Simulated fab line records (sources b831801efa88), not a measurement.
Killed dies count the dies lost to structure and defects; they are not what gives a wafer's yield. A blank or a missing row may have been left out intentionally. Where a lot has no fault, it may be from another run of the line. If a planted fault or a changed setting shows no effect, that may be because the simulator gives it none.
Problem report, 8D (eight disciplines) form, completed by code ; flow sky130 ; the parts of the form that need people (team, actions taken, sign-off) are left out

== 1. THE PROBLEM ==
Across 12 wafers from 4 lots, VT_ADJUST_HVTP_OVL at SKY_VT_ADJUST_HVTP_OVL_MEAS_08 averages 233.8 nm, while fault-free wafers read 0.1 nm with a standard deviation of 1.2. So: +99 or more standard deviations from the usual mean.
Seen first at day 7 06:40 on overlay-01, wafer L817.1. At this step, 36 wafers from 12 lots have a number in the record. By rule, "out" or "out of limits" means more than 4 standard deviations away from the usual mean. The rest of the wafers with a number are treated as sound.

== 2. WHAT THIS IS AND IS NOT ==
question;is;is not
which readings at this step;VT_ADJUST_HVTP_OVL;-
which lots;L817, L818, L820, L821;L812, L813, L816, L824, L827, L831, L833, L834
which wafers of those lots;all that have a number;-
read on which gauges;overlay-01, overlay-02;-
when;from day 7 06:40;"up to then (9 sound wafers); but 15 sound wafers of L824, L827, L831, L833, L834 came after"

== 3. THE SUSPECTS, EACH WITH WHAT RULES IT OUT ==
Counting: a tool at a process step up to the reading stays a suspect if it ran every lot that is out and no sound lot after the first of them.
- ruled out: the gauge at SKY_VT_ADJUST_HVTP_OVL_MEAS_08. 2 gauges (overlay-01, overlay-02) read the wafers that are out.
- ilineStepper-02 at SKY_VT_ADJUST_HVTP_EXPOSE_04 (exposes mask HVTPM, target cd 380 nm): kept. It ran every lot that is out, first L817 (day 6 20:47), and no sound lot after that; its last sound lot up to then is L816 (day 6 16:11).
Left after counting: ilineStepper-02 at SKY_VT_ADJUST_HVTP_EXPOSE_04.

== 4. THE CAUSE (what the simulator had put in) ==
Scanner matching overlay: ilineStepper-02, from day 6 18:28 on, at SKY_VT_ADJUST_HVTP_EXPOSE_04. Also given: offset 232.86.
Only this tool survived the counting.

== 5. THE CHAIN OF EFFECTS, in route order ==
One row per reading whose mean, taken over the struck wafers that have a number, lies over 3 standard deviations from the usual. Scope: only readings with a usual standard deviation given in the record; hours: median across lots of the time from each lot's start at the first step in this table that gives one to its start at this step; sigmas: change in usual standard deviations.
hours;step;reading;usual;on struck wafers;change;sigmas
0;SKY_VT_ADJUST_HVTP_OVL_MEAS_08;VT_ADJUST_HVTP_OVL;0.1 nm;233.8;+233.7;+99 or more
954;SKY_PAD_OPEN_PROBE_99;killedAtFrontEnd;16;113;+97;+22
954;SKY_PAD_OPEN_PROBE_99;killedDies;87;182;+95;+11
954;SKY_PAD_OPEN_PROBE_99;killedOnRim;17;35;+18;+4.8
Process steps it contains:
- SKY_PAD_OPEN_PROBE_99
Later measuring or inspecting steps at which every struck wafer that the step has a row for has a number for every such reading, and none has moved that far: SKY_VT_ADJUST_NCORE_OVL_MEAS_08.

== 6. WHAT WOULD HAVE CAUGHT IT SOONER ==
12 hours passed between the start of the fault at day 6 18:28 and the first reading out of limits at a measuring or inspecting step in this record, taken at day 7 06:40.
No tool reading at SKY_VT_ADJUST_HVTP_EXPOSE_04 that has a usual standard deviation in the record was out on any struck wafer, so an alarm limit of 4 standard deviations on those readings would not have fired.
Of the lots that are out (4), L820, L821 began SKY_VT_ADJUST_HVTP_EXPOSE_04 on ilineStepper-02 after day 7 06:40. A hold on the tool at that time would have spared those 2.
